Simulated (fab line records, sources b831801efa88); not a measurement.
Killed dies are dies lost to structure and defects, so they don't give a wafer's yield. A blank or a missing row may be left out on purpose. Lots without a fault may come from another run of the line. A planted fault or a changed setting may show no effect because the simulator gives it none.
Which tool did it? | flow gf180mcu | 13 lots, 38 wafers sampled, at 5 steps of a route of 602

WHAT THE GAUGES READ, wafer by wafer
GF_CONTACT_RS_MEAS_25: measures by four-point-probe.
lot  | measured     | on            | CONTACT_W_RS (ohm/sq)
L384 | day 16 20:17 | film_metro-01 | 0.385 0.374 0.382
L388 | day 18 01:35 | film_metro-04 | 0.385 0.386 0.389
L389 | day 18 11:35 | film_metro-04 | 0.384 0.377 0.383
L390 | day 19 02:09 | film_metro-02 | 0.390 0.384 0.388
L391 | day 19 10:53 | film_metro-02 | 0.385 0.386 0.388
L392 | day 19 19:02 | film_metro-04 | 0.386 0.386 0.390
L393 | day 20 03:22 | film_metro-04 | 0.382 0.380 0.380
L394 | day 20 10:58 | film_metro-02 | 0.378 0.385 0.385
L395 | day 20 13:20 | film_metro-01 | 0.386 0.386
L404 | day 24 02:30 | film_metro-04 | 0.385 0.384 0.384
L405 | day 24 05:01 | film_metro-01 | 0.380 0.380 0.387
L406 | day 24 12:46 | film_metro-02 | 0.388 0.391 0.395
L407 | day 24 17:07 | film_metro-02 | 0.383 0.388 0.389

GF_V1_CD_MEAS_14: target cd 260 nm.
lot  | measured     | on        | cd_nm (nm)
L384 | day 18 22:20 | cd_sem-01 | 260.6 260.1 260.2
L388 | day 20 04:46 | cd_sem-01 | 261.0 259.9 259.6
L389 | day 20 15:15 | cd_sem-02 | 260.2 260.3 260.0
L390 | day 21 05:41 | cd_sem-01 | 260.6 261.0 260.5
L391 | day 21 13:59 | cd_sem-01 | 258.4 258.3 258.5
L392 | day 21 21:46 | cd_sem-02 | 258.3 276.9 258.6
L393 | day 22 06:18 | cd_sem-01 | 261.4 259.9 278.6
L394 | day 22 13:51 | cd_sem-01 | 258.2 259.1 259.8
L395 | day 22 16:22 | cd_sem-02 | 281.4 260.6
L404 | day 26 00:23 | cd_sem-01 | 261.2 260.7 262.1
L405 | day 26 02:38 | cd_sem-01 | 261.4 260.6 261.3
L406 | day 26 10:32 | cd_sem-01 | 261.2 260.0 260.8
L407 | day 26 14:45 | cd_sem-01 | 258.6 258.3 257.8

WHICH TOOL RAN EACH LOT (tool, then ch and the chambers of the sampled wafers, then the start)
lot  | GF_CONTACT_CVD_24             | GF_CONTACT_CMP_27             | GF_V1_EXPOSE_11
L384 | cvd_w-02 ch 0,1, day 16 20:11 | cmp-01 ch 0,1,2, day 16 20:31 | krf_scanner-01 ch 0, day 18 10:05
L388 | cvd_w-01 ch 0,1, day 18 01:29 | cmp-02 ch 0,1,2, day 18 01:50 | krf_scanner-02 ch 0, day 19 17:02
L389 | cvd_w-02 ch 0,1, day 18 11:28 | cmp-02 ch 0,1, day 18 11:47   | krf_scanner-01 ch 0, day 20 03:20
L390 | cvd_w-01 ch 0,1, day 19 02:03 | cmp-01 ch 0,2,3, day 19 02:20 | krf_scanner-02 ch 0, day 20 17:26
L391 | cvd_w-02 ch 0,1, day 19 10:47 | cmp-02 ch 1,2,3, day 19 11:04 | krf_scanner-02 ch 0, day 21 02:26
L392 | cvd_w-01 ch 0,1, day 19 18:55 | cmp-02 ch 0,3, day 19 19:13   | krf_scanner-02 ch 0, day 21 09:55
L393 | cvd_w-02 ch 0, day 20 03:14   | cmp-01 ch 1,2,3, day 20 03:34 | krf_scanner-02 ch 0, day 21 18:02
L394 | cvd_w-01 ch 0,1, day 20 10:50 | cmp-02 ch 0,1,2, day 20 11:07 | krf_scanner-01 ch 0, day 22 02:38
L395 | cvd_w-01 ch 0,1, day 20 13:14 | cmp-01 ch 1,2, day 20 13:37   | krf_scanner-02 ch 0, day 22 05:16
L404 | cvd_w-01 ch 0,1, day 24 02:24 | cmp-02 ch 2,3, day 24 02:41   | krf_scanner-02 ch 0, day 25 13:40
L405 | cvd_w-01 ch 0,1, day 24 04:53 | cmp-02 ch 2,3, day 24 05:13   | krf_scanner-02 ch 0, day 25 15:41
L406 | cvd_w-01 ch 0,1, day 24 12:38 | cmp-02 ch 0,1, day 24 12:58   | krf_scanner-02 ch 0, day 26 00:05
L407 | cvd_w-01 ch 0,1, day 24 16:59 | cmp-01 ch 1,2, day 24 17:16   | krf_scanner-02 ch 0, day 26 04:38
- GF_CONTACT_CVD_24: deposits W, target thk 300 nm, time 90.339 s.
- GF_CONTACT_CMP_27: polishes, stops on SiO2, t overpolish 15 s, target thk 0 nm.
- GF_V1_EXPOSE_11: exposes mask Via1, target cd 260 nm.

WHAT THE TOOLS THEMSELVES READ (means of the sampled wafers that have a number; where no wafer has one, the mark that the record gives instead)
GF_CONTACT_CVD_24.
lot  | tool     | heater_power_w (W)
L384 | cvd_w-02 | 1044
L388 | cvd_w-01 | 789
L389 | cvd_w-02 | 1028
L390 | cvd_w-01 | 796
L391 | cvd_w-02 | 1014
L392 | cvd_w-01 | 769
L393 | cvd_w-02 | 1074
L394 | cvd_w-01 | 765
L395 | cvd_w-01 | 775
L404 | cvd_w-01 | 798
L405 | cvd_w-01 | 809
L406 | cvd_w-01 | 818
L407 | cvd_w-01 | 789

GF_CONTACT_CMP_27.
lot  | tool   | head_pressure_psi (psi) | motor_current_A (A) | overpolish_run_s (s) | retaining_ring_pressure_frac | time_to_endpoint_s (s)
L384 | cmp-01 | 3.499                   | 11.4                | 14.993               | 1.000                        | 72.2
L388 | cmp-02 | 3.506                   | 10.7                | 14.989               | 1.003                        | 74.0
L389 | cmp-02 | 3.492                   | 10.1                | 14.999               | 0.994                        | 73.9
L390 | cmp-01 | 3.508                   | 11.6                | 14.999               | 0.997                        | 70.4
L391 | cmp-02 | 3.497                   | 11.5                | 15.004               | 0.997                        | 70.2
L392 | cmp-02 | 3.493                   | 10.8                | 14.999               | 1.000                        | 69.6
L393 | cmp-01 | 3.511                   | 11.6                | 15.005               | 1.002                        | 72.6
L394 | cmp-02 | 3.499                   | 10.8                | 15.002               | 0.999                        | 72.0
L395 | cmp-01 | 3.498                   | 11.0                | 15.003               | 1.000                        | 67.2
L404 | cmp-02 | 3.501                   | 11.6                | 14.996               | 1.002                        | 70.7
L405 | cmp-02 | 3.501                   | 11.8                | 15.003               | 1.002                        | 72.2
L406 | cmp-02 | 3.500                   | 10.2                | 15.003               | 0.999                        | 71.7
L407 | cmp-01 | 3.506                   | 11.1                | 15.006               | 1.004                        | 72.2

THE ANSWER, worked out from the rows above alone
Rule: what is usual is taken from the lots themselves. Put in order of their means at a reading, lots are off if they are a third of the lots or fewer, leave a main group of 4 or more, and stand apart from it by a gap of 3 or more times the standard deviation of the main group's means; of several such gaps the widest counts. A main group whose means are all the same, to the digits that the tables above print for the reading, isn't used. A lot without any number at a reading at which 4 lots or more have one is off too. The other lots that the step has rows for count as sound. The gauges are gone through in route order, then the tools' own readings, and for those a lot's mean is taken as printed above. The first step at which some lot is off is used, and at that step the reading that is off furthest; a lot without a number counts as furthest.
Off: L392, L393, L395, at GF_V1_CD_MEAS_14 (cd_nm). The main group: mean 260.0 nm, standard deviation 1.
A tool fits if, at a process step before that reading, it ran every lot that is off, and no sound lot after the first of them. The gauges at GF_V1_CD_MEAS_14 are tried like those tools. None of those tried fits.

WHAT THE SIMULATOR HAD PUT IN
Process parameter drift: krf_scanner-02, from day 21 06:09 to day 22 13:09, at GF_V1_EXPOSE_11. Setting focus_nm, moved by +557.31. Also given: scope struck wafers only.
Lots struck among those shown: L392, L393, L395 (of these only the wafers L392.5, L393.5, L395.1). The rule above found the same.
